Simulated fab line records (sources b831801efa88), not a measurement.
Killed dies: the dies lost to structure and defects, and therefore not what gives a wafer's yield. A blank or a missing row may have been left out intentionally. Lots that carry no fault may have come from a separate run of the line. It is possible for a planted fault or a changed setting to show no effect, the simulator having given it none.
What tool caused it? -- flow sky130 -- 39 wafers from 13 lots sampled at 3 of the route's 708 steps

WHAT EACH GAUGE READ, for each wafer
SKY_VT_ADJUST_NCORE_OVL_MEAS_08. Usual: VT_ADJUST_NCORE_OVL typically reads 0.3 nm, with standard deviation 1.7.
lot,measured,on,VT_ADJUST_NCORE_OVL (nm),flag
L703,day 8 16:04,overlay-02,3.8 3.1 2.6,
L704,day 9 02:14,overlay-02,1.7 0.4 -1.4,
L705,day 9 09:41,overlay-02,-1.4 -0.3 -1.1,
L708,day 10 03:37,overlay-02,-0.7 -1.6 -0.2,
L710,day 10 15:20,overlay-02,0.9 0.1 -0.7,
L711,day 11 08:17,overlay-01,-1.4 0.3 -0.8,
L712,day 11 10:53,overlay-02,0.9 2.9 0.3,
L713,day 11 20:06,overlay-01,-1.2 -2.6 -1.8,
L714,day 11 23:33,overlay-02,-0.3 -0.5 -1.3,
L722,day 14 13:26,overlay-01,0.1 -1.0 -1.3,
L723,day 14 17:29,overlay-01,0.4 0.3 1.3,
L725,day 15 12:39,overlay-02,-1.2 -0.7 -0.3,
L726,day 15 19:03,overlay-02,2.3 1.5 2.6,

SKY_LDD_N_OVL_MEAS_07. Usual: LDD_N_OVL typically reads -1.3 nm, with standard deviation 1.2.
lot,measured,on,LDD_N_OVL (nm),flag
L703,day 17 23:49,overlay-02,0.4 -0.2 -0.4,
L704,day 18 09:40,overlay-01,-1.0 -0.5 -1.6,
L705,day 19 07:25,overlay-02,-1.3 -0.2 -0.7,
L708,day 19 23:29,overlay-01,-1.2 -1.9 -0.8,
L710,day 20 14:58,overlay-02,-3.2 -2.2 -3.3,
L711,day 21 13:20,overlay-01,-1.0 0.2 -0.5,
L712,day 21 12:26,overlay-01,-2.2 -1.9 -1.6,
L713,day 21 23:53,overlay-01,-0.2 0.3 0.6,
L714,day 22 05:50,overlay-01,-1.4 -2.4 -1.7,
L722,day 25 00:07,overlay-02,-2.2 -1.9 -2.7,
L723,day 25 05:49,overlay-02,2.3 1.9 0.9,
L725,day 26 03:02,overlay-01,-1.9 -0.4 -0.7,
L726,day 26 05:49,overlay-02,0.6 0.5 0.3,

EACH LOT AND THE TOOL THAT RAN IT (in order: tool; ch and the chambers of the sampled wafers; start)
lot,SKY_SONOS_ONO_STRIP_17
L703,"plasma asher-03 ch 0,1, day 12 21:41"
L704,"plasma asher-04 ch 0,1, day 13 06:08"
L705,"plasma asher-03 ch 0,1, day 13 18:36"
L708,"plasma asher-04 ch 0,1, day 14 14:31"
L710,"plasma asher-04 ch 0,1, day 15 02:44"
L711,"plasma asher-04 ch 0,1, day 16 03:41"
L712,"plasma asher-01 ch 0,1, day 16 03:23"
L713,"plasma asher-03 ch 0,1, day 16 12:55"
L714,"plasma asher-04 ch 1, day 16 17:29"
L722,"plasma asher-04 ch 1, day 19 15:53"
L723,"plasma asher-01 ch 0,1, day 19 19:47"
L725,"plasma asher-03 ch 0,1, day 20 17:29"
L726,"plasma asher-01 ch 0,1, day 20 22:47"
- SKY_SONOS_ONO_STRIP_17: strips in O2/N2.

WHAT THE TOOLS THEMSELVES READ (means of the sampled wafers that have a number; where no wafer has one, the mark that the record gives instead)
SKY_SONOS_ONO_STRIP_17. Usual: drypump motor current A 5.8 A, standard deviation 0.44; o2 flow sccm 3000 sccm, standard deviation 9.2; oes product au 0.711 a.u., standard deviation 0.0039; strip time to endpoint s 14.11 s, standard deviation 0.036.
lot,tool,drypump motor current A (A),o2 flow sccm (sccm),oes product au (a.u.),strip time to endpoint s (s),flag
L703,plasma asher-03,6.1,3002,0.710,14.05,
L704,plasma asher-04,5.5,3004,0.710,14.09,
L705,plasma asher-03,6.1,3000,0.715,14.15,
L708,plasma asher-04,5.7,3001,0.713,14.13,
L710,plasma asher-04,5.5,2998,0.709,14.09,
L711,plasma asher-04,5.7,2989,0.711,14.12,
L712,plasma asher-01,5.6,2995,0.709,14.10,
L713,plasma asher-03,6.4,3009,0.711,14.16,
L714,plasma asher-04,5.9,3005,0.706,14.08,
L722,plasma asher-04,5.9,2991,0.715,14.07,
L723,plasma asher-01,5.6,2997,0.711,14.12,
L725,plasma asher-03,6.4,3002,0.712,14.12,
L726,plasma asher-01,5.7,3002,0.709,14.13,

THE ANSWER, worked out from the rows above alone
Rule: a lot is off if the mean of its wafers that have a number lies more than 3 standard deviations from the usual mean. Also off: a lot with no number at a reading for which 4 or more lots have one. Where the step has rows for the other lots, those lots are counted as sound. Order of review: gauges by route order, followed by the tools' own readings, for which a lot's mean as printed above is used. At the first step where some lot is off, the reading lying furthest off is the one used; lots without a number count as furthest.
No lot is off at any reading shown: from this, nothing can be told.

WHAT THE SIMULATOR PUT IN
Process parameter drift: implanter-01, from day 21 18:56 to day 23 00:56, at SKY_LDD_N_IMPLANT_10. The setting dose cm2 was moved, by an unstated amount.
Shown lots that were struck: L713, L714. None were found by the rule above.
